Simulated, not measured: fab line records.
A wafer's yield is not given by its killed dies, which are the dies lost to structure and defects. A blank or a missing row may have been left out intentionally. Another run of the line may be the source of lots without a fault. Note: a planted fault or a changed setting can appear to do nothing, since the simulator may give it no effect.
Which tool is to blame? ; flow sky130 ; Sampling: 24 lots, 72 wafers, 2 of 708 route steps

## WHAT EACH GAUGE READ, for each wafer
SKY_SD_P_CD_MEAS_07 targets a cd of 380 nm.
lot;measured;on;cdNm (nm)
L074;day 25 07:17;cdSem-01;375.8 378.9 376.9
L075;day 25 17:13;cdSem-02;384.7 385.2 384.3
L076;day 25 20:55;cdSem-01;375.5 378.8 375.7
L077;day 26 12:29;cdSem-02;382.5 379.5 380.2
L078;day 26 20:59;cdSem-02;379.8 377.1 379.4
L079;day 27 00:37;cdSem-01;382.4 380.7 382.3
L080;day 27 17:28;cdSem-02;387.5 383.3 386.4
L081;day 28 00:40;cdSem-01;379.0 382.5 381.9
L082;day 28 08:01;cdSem-01;381.7 383.8 384.7
L083;day 28 15:07;cdSem-01;378.7 380.1 380.3
L084;day 28 23:44;cdSem-02;381.5 383.3 380.8
L085;day 29 08:02;cdSem-01;380.2 379.1 379.5
L086;day 29 18:03;cdSem-01;378.4 378.4 377.6
L087;day 30 08:01;cdSem-01;383.0 382.8 382.6
L089;day 30 13:35;cdSem-02;374.4 375.3 376.6
L088;day 30 15:52;cdSem-02;383.1 382.8 383.0
L091;day 31 09:56;cdSem-02;380.9 381.2 380.1
L092;day 31 10:28;cdSem-01;380.2 379.0 378.4
L090;day 31 10:47;cdSem-01;384.5 381.3 383.1
L093;day 31 19:25;cdSem-01;382.8 383.8 383.4
L094;day 32 02:38;cdSem-01;376.5 377.5 379.0
L095;day 32 12:44;cdSem-02;382.0 379.7 378.2
L096;day 32 15:54;cdSem-02;379.9 380.5 382.8
L097;day 33 00:01;cdSem-01;378.8 377.8 374.5

SKY_SD_N_CD_MEAS_07 targets a cd of 380 nm.
lot;measured;on;cdNm (nm)
L074;day 27 16:53;cdSem-02;381.4 384.8 383.2
L075;day 28 02:43;cdSem-01;383.5 381.1 381.4
L076;day 28 06:59;cdSem-01;378.9 380.0 378.8
L077;day 28 20:44;cdSem-02;381.9 379.8 380.0
L078;day 29 06:14;cdSem-01;379.8 379.6 379.1
L079;day 29 08:34;cdSem-01;379.8 378.4 379.2
L080;day 30 01:17;cdSem-01;383.8 381.2 382.2
L081;day 30 09:31;cdSem-01;375.9 376.7 376.6
L082;day 30 15:26;cdSem-01;378.0 377.5 377.8
L083;day 30 23:34;cdSem-02;380.9 380.8 379.6
L084;day 31 07:26;cdSem-02;376.7 378.0 378.3
L085;day 31 16:35;cdSem-02;380.3 382.0 379.3
L086;day 32 01:38;cdSem-02;378.5 377.6 376.7
L087;day 32 15:16;cdSem-02;383.2 385.0 383.5
L089;day 32 20:34;cdSem-01;383.1 381.7 381.2
L088;day 32 22:19;cdSem-02;378.9 379.3 378.3
L091;day 33 15:43;cdSem-01;377.4 381.5 378.8
L092;day 33 17:55;cdSem-02;380.1 381.6 379.3
L090;day 33 18:32;cdSem-02;380.7 381.3 380.5
L093;day 34 00:54;cdSem-02;381.2 383.2 382.5
L094;day 34 08:17;cdSem-01;378.7 379.7 379.3
L095;day 34 18:17;cdSem-02;380.4 381.5 378.5
L096;day 34 21:06;cdSem-01;377.0 378.1 377.3
L097;day 35 05:25;cdSem-01;378.4 378.7 379.4

## EACH LOT AND THE TOOL THAT RAN IT (in order: tool; ch and the chambers of the sampled wafers; start)
The record shows no process step preceding these readings.

## AS READ BY THE TOOLS THEMSELVES (means over the sampled wafers that have a number; for cases with no such wafer, the mark the record gives instead)
The record holds no such reading with a usual standard deviation.

## THE ANSWER, worked out from the rows above alone
Rule: the usual values come from the lots themselves. The widest of any qualifying gaps counts: lots, ordered by their means at a reading, are off when they make up no more than a third of the lots, leave a main group of 4 or more, and stand apart from it by 3 or more times the standard deviation of that group's means. The tables above print the reading to a certain number of digits; a main group whose means all agree to those digits is not used. A lot without any number at a reading at which 4 lots or more have one is off too. Where the step has rows for the other lots, those lots are counted as sound. Order of review: gauges by route order, followed by the tools' own readings, for which a lot's mean as printed above is used. At the first step where some lot is off, the reading lying furthest off is the one used; lots without a number count as furthest.
Across all readings shown, no lot is off: no conclusion can be drawn from this.

## WHAT THE SIMULATOR PUT IN
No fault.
